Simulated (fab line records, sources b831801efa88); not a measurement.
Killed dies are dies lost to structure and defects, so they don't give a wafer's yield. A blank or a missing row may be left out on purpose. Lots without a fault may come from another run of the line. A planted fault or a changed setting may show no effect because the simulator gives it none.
Tool commonality check | flow gf180mcu | 11 lots, 33 wafers sampled

WHY IT WAS OPENED
At GF_HV_LDD_TW_MEAS_11 the reading HV_LDD_TW is flagged on 1 of 11 lots. Wafers without a fault read 2395, standard deviation 25.
Rule: a lot is flagged when every wafer of it that has a number lies more than 4 standard deviations from that mean, or none has a number. The other lots count as sound.

lot  | measured     | on            | HV_LDD_TW, wafer by wafer | flag
L778 | day 10 02:52 | film_metro-01 | 2431 2438 2424            |
L781 | day 11 02:34 | film_metro-04 | 29 29 30                  | FLAGGED
L786 | day 12 16:47 | film_metro-04 | 2382 2378 2382            |
L787 | day 13 05:03 | film_metro-01 | 2381 2382 2373            |
L788 | day 13 19:12 | film_metro-03 | 2439 2438 2412            |
L789 | day 14 06:50 | film_metro-01 | 2385 2391 2394            |
L790 | day 14 09:11 | film_metro-01 | 2384 2396 2382            |
L791 | day 14 13:10 | film_metro-04 | 2368 2367 2371            |
L792 | day 14 22:57 | film_metro-01 | 2390 2375 2392            |
L795 | day 15 18:10 | film_metro-03 | 2428 2430 2432            |
L796 | day 15 19:05 | film_metro-03 | 2410 2419 2407            |
The numbers of the flagged lots are 29 on average: -2366 against the usual, or -95 standard deviations.

WHICH TOOL RAN EACH LOT
The record holds 3 process steps before the reading, out of a route of 602 steps. In each cell: the tool, then ch and the chambers that the sampled wafers went through, then the start.
lot  | flag    | GF_DUAL_GATE_STRIP_13                | GF_HV_LDD_EXPOSE_04                 | GF_HV_LDD_STRIP_10
L778 |         | plasma_asher-04 ch 0, day 8 11:37    | iline_stepper-01 ch 0, day 9 18:07  | plasma_asher-04 ch 0,1, day 10 02:45
L781 | FLAGGED | plasma_asher-03 ch 1, day 9 09:55    | iline_stepper-01 ch 0, day 10 17:23 | plasma_asher-02 ch 1, day 11 02:27
L786 |         | plasma_asher-03 ch 0,1, day 10 20:55 | iline_stepper-01 ch 0, day 12 06:50 | plasma_asher-02 ch 0,1, day 12 16:41
L787 |         | plasma_asher-04 ch 0,1, day 11 09:19 | iline_stepper-01 ch 0, day 12 18:47 | plasma_asher-02 ch 0,1, day 13 04:57
L788 |         | plasma_asher-03 ch 0,1, day 11 20:26 | iline_stepper-01 ch 0, day 13 08:58 | plasma_asher-01 ch 0, day 13 19:06
L789 |         | plasma_asher-01 ch 0,1, day 12 08:34 | iline_stepper-01 ch 0, day 13 19:27 | plasma_asher-04 ch 0,1, day 14 06:44
L790 |         | plasma_asher-04 ch 0,1, day 12 09:24 | iline_stepper-01 ch 0, day 13 22:45 | plasma_asher-04 ch 0,1, day 14 09:06
L791 |         | plasma_asher-01 ch 0,1, day 12 15:04 | iline_stepper-01 ch 0, day 14 02:38 | plasma_asher-01 ch 0,1, day 14 13:04
L792 |         | plasma_asher-04 ch 0,1, day 12 21:46 | iline_stepper-02 ch 0, day 14 12:14 | plasma_asher-04 ch 0,1, day 14 22:51
L795 |         | plasma_asher-01 ch 0,1, day 13 17:52 | iline_stepper-02 ch 0, day 15 07:37 | plasma_asher-04 ch 0,1, day 15 18:04
L796 |         | plasma_asher-04 ch 0,1, day 13 20:22 | iline_stepper-02 ch 0, day 15 08:20 | plasma_asher-02 ch 0,1, day 15 19:00
What these steps do:
- GF_DUAL_GATE_STRIP_13: strips in O2/N2.
- GF_HV_LDD_EXPOSE_04: exposes mask Nplus LV AREA, target cd 400 nm.
- GF_HV_LDD_STRIP_10: strips in O2/N2.
- GF_HV_LDD_TW_MEAS_11

FLAGGED OVER TOTAL, TOOL BY TOOL (the gauges that took the reading come last)
step                  | tool             | lots run | flagged | share of the flagged lots | sound lots run after its first flagged lot
GF_DUAL_GATE_STRIP_13 | plasma_asher-01  | 3        | 0       | none                      | -
GF_DUAL_GATE_STRIP_13 | plasma_asher-03  | 3        | 1       | all                       | 2 (L786,L788)
GF_DUAL_GATE_STRIP_13 | plasma_asher-04  | 5        | 0       | none                      | -
GF_HV_LDD_EXPOSE_04   | iline_stepper-01 | 8        | 1       | all                       | 6 (L786,L787,L788,L789,L790,L791)
GF_HV_LDD_EXPOSE_04   | iline_stepper-02 | 3        | 0       | none                      | -
GF_HV_LDD_STRIP_10    | plasma_asher-01  | 2        | 0       | none                      | -
GF_HV_LDD_STRIP_10    | plasma_asher-02  | 4        | 1       | all                       | 3 (L786,L787,L796)
GF_HV_LDD_STRIP_10    | plasma_asher-04  | 5        | 0       | none                      | -
GF_HV_LDD_TW_MEAS_11  | film_metro-01    | 5        | 0       | none                      | -
GF_HV_LDD_TW_MEAS_11  | film_metro-03    | 3        | 0       | none                      | -
GF_HV_LDD_TW_MEAS_11  | film_metro-04    | 3        | 1       | all                       | 2 (L786,L791)

WHAT THE TABLE ALLOWS
4 rows of the table ran every flagged lot: plasma_asher-03 at GF_DUAL_GATE_STRIP_13, iline_stepper-01 at GF_HV_LDD_EXPOSE_04, plasma_asher-02 at GF_HV_LDD_STRIP_10, film_metro-04 at GF_HV_LDD_TW_MEAS_11.
- plasma_asher-03 at GF_DUAL_GATE_STRIP_13: 1 of its 3 lots flagged. Sound lots ran on it after the first flagged one (L786, L788), which a lasting fault on the whole tool wouldn't allow.
- iline_stepper-01 at GF_HV_LDD_EXPOSE_04: 1 of its 8 lots flagged. Sound lots ran on it after the first flagged one (L786, L787, L788, L789, L790, L791), which a lasting fault on the whole tool wouldn't allow.
- plasma_asher-02 at GF_HV_LDD_STRIP_10: 1 of its 4 lots flagged. Sound lots ran on it after the first flagged one (L786, L787, L796), which a lasting fault on the whole tool wouldn't allow.
- film_metro-04 at GF_HV_LDD_TW_MEAS_11: 1 of its 3 lots flagged. Sound lots ran on it after the first flagged one (L786, L791), which a lasting fault on the whole tool wouldn't allow.
No row of the table ran every flagged lot and no sound lot after the first.

WHAT THE SIMULATOR HAD PUT IN
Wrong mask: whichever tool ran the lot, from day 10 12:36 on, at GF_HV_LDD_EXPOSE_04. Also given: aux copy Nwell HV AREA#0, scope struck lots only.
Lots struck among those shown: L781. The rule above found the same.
